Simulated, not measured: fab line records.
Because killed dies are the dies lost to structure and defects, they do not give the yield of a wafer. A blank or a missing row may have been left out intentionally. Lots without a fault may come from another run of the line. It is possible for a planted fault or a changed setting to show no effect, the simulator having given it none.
What tool caused it? | flow gf180mcu | 33 wafers from 11 lots sampled at 6 of the route's 602 steps

WHAT THE GAUGES READ, wafer by wafer
GF_STI_THK_MEAS_04.
lot  | measured    | on            | STI_CVD_03_THK (nm)
L416 | day 1 13:34 | film metro-02 | 205.8 205.4 204.8
L417 | day 1 18:44 | film metro-04 | 206.4 204.8 203.9
L421 | day 2 15:29 | film metro-02 | 204.4 204.0 203.9
L423 | day 3 03:23 | film metro-04 | 207.1 205.7 206.8
L425 | day 3 10:34 | film metro-02 | 208.0 209.3 207.5
L427 | day 3 21:40 | film metro-04 | 208.1 208.2 206.8
L429 | day 4 10:59 | film metro-02 | 146.4 148.2 144.9 146.4 148.3 144.8
L430 | day 4 13:30 | film metro-04 | 148.8 147.2 148.7 149.0 147.2 148.8
L432 | day 4 21:34 | film metro-04 | 203.0 207.0 206.2
L433 | day 5 03:34 | film metro-02 | 208.5 208.1 208.2
L438 | day 6 04:13 | film metro-04 | 208.6 208.3 207.7

GF_HV_LDD_TW_MEAS_11.
lot  | measured     | on            | HV_LDD_TW
L416 | day 10 02:10 | film metro-03 | 2419 2412 2413
L417 | day 10 07:52 | film metro-04 | 2373 2387 2385
L421 | day 11 14:56 | film metro-01 | 2435 2444 2434
L423 | day 12 08:15 | film metro-01 | 2435 2437 2421
L425 | day 13 00:15 | film metro-03 | 2417 2422 2412
L427 | day 13 12:56 | film metro-01 | 2443 2441 2457
L429 | day 14 06:30 | film metro-01 | 2434 2431 2423
L430 | day 14 13:06 | film metro-03 | 2408 2421 2403
L432 | day 14 23:25 | film metro-03 | 2421 2421 2418
L433 | day 15 06:22 | film metro-04 | 2402 2394 2405
L438 | day 16 17:46 | film metro-04 | 2396 2379 2380

GF_HV_LDD_OVL_MEAS_47.
lot  | measured     | on         | HV_LDD_03_OVL (nm)
L416 | day 12 10:58 | overlay-01 | -1.5 -1.0 -0.5
L417 | day 12 16:26 | overlay-02 | -2.4 -1.4 -3.3
L421 | day 14 03:25 | overlay-01 | 0.5 1.4 1.6
L423 | day 14 21:52 | overlay-01 | 0.0 -1.1 -1.5
L425 | day 15 16:41 | overlay-02 | -0.4 1.0 -1.7
L427 | day 16 04:04 | overlay-01 | 1.6 -0.9 -2.1
L429 | day 17 00:01 | overlay-01 | -2.3 -1.0 -1.8
L430 | day 17 08:35 | overlay-02 | -0.2 1.3 1.1
L432 | day 17 18:40 | overlay-01 | -0.4 -0.4 -0.1
L433 | day 18 02:41 | overlay-01 | 2.1 2.3 1.5
L438 | day 19 16:55 | overlay-01 | -0.2 1.0 -1.3

TOOL THAT RAN EACH LOT (tool first, then ch and the chambers of the sampled wafers, then the start)
lot  | GF_STI_CVD_03              | GF_STI_ETCH_13                    | GF_HV_LDD_STRIP_22
L416 | lpcvd-01 ch 1, day 1 11:34 | rie diel-03 ch 0,1,2, day 2 01:20 | plasma asher-01 ch 0,1, day 10 20:34
L417 | lpcvd-02 ch 1, day 1 16:44 | rie diel-03 ch 0,1,3, day 2 06:23 | plasma asher-01 ch 0,1, day 11 01:52
L421 | lpcvd-02 ch 0, day 2 13:30 | rie diel-03 ch 1,2,3, day 3 04:05 | plasma asher-02 ch 0,1, day 12 09:59
L423 | lpcvd-02 ch 0, day 3 01:24 | rie diel-01 ch 0,1, day 3 16:02   | plasma asher-01 ch 0, day 13 03:44
L425 | lpcvd-01 ch 1, day 3 08:34 | rie diel-02 ch 0,1, day 4 00:08   | plasma asher-01 ch 0,1, day 13 20:33
L427 | lpcvd-02 ch 1, day 3 19:41 | rie diel-03 ch 0,1,2, day 4 10:38 | plasma asher-02 ch 0,1, day 14 09:09
L429 | lpcvd-02 ch 1, day 4 09:00 | rie diel-01 ch 1,2, day 5 01:17   | plasma asher-01 ch 0,1, day 15 02:53
L430 | lpcvd-02 ch 1, day 4 11:31 | rie diel-03 ch 1,2, day 5 03:17   | plasma asher-01 ch 0,1, day 15 10:49
L432 | lpcvd-01 ch 0, day 4 19:34 | rie diel-03 ch 1,3, day 5 11:38   | plasma asher-03 ch 0,1, day 15 20:44
L433 | lpcvd-01 ch 0, day 5 00:34 | rie diel-01 ch 0,1, day 5 18:56   | plasma asher-02 ch 0,1, day 16 04:01
L438 | lpcvd-01 ch 0, day 6 02:13 | rie diel-03 ch 2,3, day 6 18:41   | plasma asher-02 ch 0,1, day 17 16:16
- GF_STI_CVD_03: deposits Si3N4 from DCS/NH3, target thk 207.16 nm, time 3551 s.
- GF_STI_ETCH_13: etches the open film in CHF3/O2, stops on Si, target depth 282.31 nm, time 112.9 s.
- GF_HV_LDD_STRIP_22: strips in O2/N2.

AS READ BY THE TOOLS THEMSELVES (means over the sampled wafers that have a number; for cases with no such wafer, the mark the record gives instead)
GF_STI_CVD_03.
lot  | tool     | spike tc upper C (C) | zone power centre pct (%) | zone power upper pct (%)
L416 | lpcvd-01 | 767.2                | 15.8                      | 12.0
L417 | lpcvd-02 | 769.1                | 13.8                      | 12.1
L421 | lpcvd-02 | 768.1                | 13.7                      | 15.3
L423 | lpcvd-02 | 769.1                | 13.8                      | 15.3
L425 | lpcvd-01 | 767.1                | 15.9                      | 12.0
L427 | lpcvd-02 | 769.5                | 13.7                      | 11.9
L429 | lpcvd-02 | 769.3                | 13.9                      | 11.9
L430 | lpcvd-02 | 769.1                | 13.8                      | 11.8
L432 | lpcvd-01 | 768.2                | 15.0                      | 13.5
L433 | lpcvd-01 | 768.1                | 14.9                      | 13.4
L438 | lpcvd-01 | 769.1                | 15.0                      | 13.5

GF_STI_ETCH_13.
lot  | tool        | drypump motor current A (A) | oes product au (a.u.) | rf fwd power W (W) | throttle valve pct (%)
L416 | rie diel-03 | 5.6                         | 0.828                 | 595.3              | 8.804
L417 | rie diel-03 | 5.4                         | 0.824                 | 596.4              | 8.801
L421 | rie diel-03 | 5.3                         | 0.825                 | 595.4              | 8.808
L423 | rie diel-01 | 5.7                         | 0.830                 | 595.9              | 8.806
L425 | rie diel-02 | 5.7                         | 0.834                 | 596.8              | 8.818
L427 | rie diel-03 | 5.6                         | 0.833                 | 597.7              | 8.816
L429 | rie diel-01 | 6.1                         | 0.701                 | 593.2              | 8.771
L430 | rie diel-03 | 5.5                         | 0.708                 | 596.9              | 8.772
L432 | rie diel-03 | 5.1                         | 0.827                 | 596.6              | 8.810
L433 | rie diel-01 | 5.7                         | 0.833                 | 596.9              | 8.808
L438 | rie diel-03 | 5.0                         | 0.836                 | 593.6              | 8.808

GF_HV_LDD_STRIP_22.
lot  | tool            | drypump motor current A (A) | heater power w (W) | oes product au (a.u.) | strip time to endpoint s (s)
L416 | plasma asher-01 | 5.7                         | 334                | 0.714                 | 12.66
L417 | plasma asher-01 | 5.4                         | 328                | 0.716                 | 12.60
L421 | plasma asher-02 | 5.7                         | 335                | 0.713                 | 12.60
L423 | plasma asher-01 | 5.2                         | 328                | 0.717                 | 12.60
L425 | plasma asher-01 | 5.5                         | 339                | 0.716                 | 12.61
L427 | plasma asher-02 | 5.7                         | 331                | 0.713                 | 12.63
L429 | plasma asher-01 | 5.7                         | 340                | 0.722                 | 12.59
L430 | plasma asher-01 | 5.7                         | 337                | 0.718                 | 12.64
L432 | plasma asher-03 | 6.1                         | 308                | 0.713                 | 12.63
L433 | plasma asher-02 | 5.6                         | 361                | 0.712                 | 12.60
L438 | plasma asher-02 | 5.7                         | 336                | 0.718                 | 12.58

THE ANSWER, worked out from the rows above alone
Rule: what is usual is taken from the lots themselves. The widest of any qualifying gaps counts: lots, ordered by their means at a reading, are off when they make up no more than a third of the lots, leave a main group of 4 or more, and stand apart from it by 3 or more times the standard deviation of that group's means. A main group is skipped when, at the precision printed for the reading in the tables above, its means are all equal. A lot without any number at a reading at which 4 lots or more have one is off too. Any other lot the step has rows for is counted as sound. Order of review: gauges by route order, followed by the tools' own readings, for which a lot's mean as printed above is used. The first step at which some lot is off is used, and at that step the reading that is off furthest; a lot without a number counts as furthest.
Off: L429, L430, seen at GF_STI_THK_MEAS_04 (STI_CVD_03_THK). The main group has a mean of 206.5 nm with a standard deviation of 1.5.
If a tool, at a process step before that reading, ran all the lots that are off and no sound lot after the first of them, it fits. Not tried: the gauges at GF_STI_THK_MEAS_04; whatever is off there is also off at GF_STI_ETCH_13, on other tools, and gauge error can't account for it. One fits: GF_STI_CVD_03 on lpcvd-02. A fault onset in the window from L427 (day 3 19:41, its last sound lot) to L429 (day 4 09:00, its first lot off) fits.

WHAT THE SIMULATOR PUT IN
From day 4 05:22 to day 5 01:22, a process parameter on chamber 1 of lpcvd-02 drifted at GF_STI_CVD_03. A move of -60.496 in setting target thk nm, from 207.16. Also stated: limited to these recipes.
Shown lots that were struck: L429, L430. This agrees with what the rule above found.
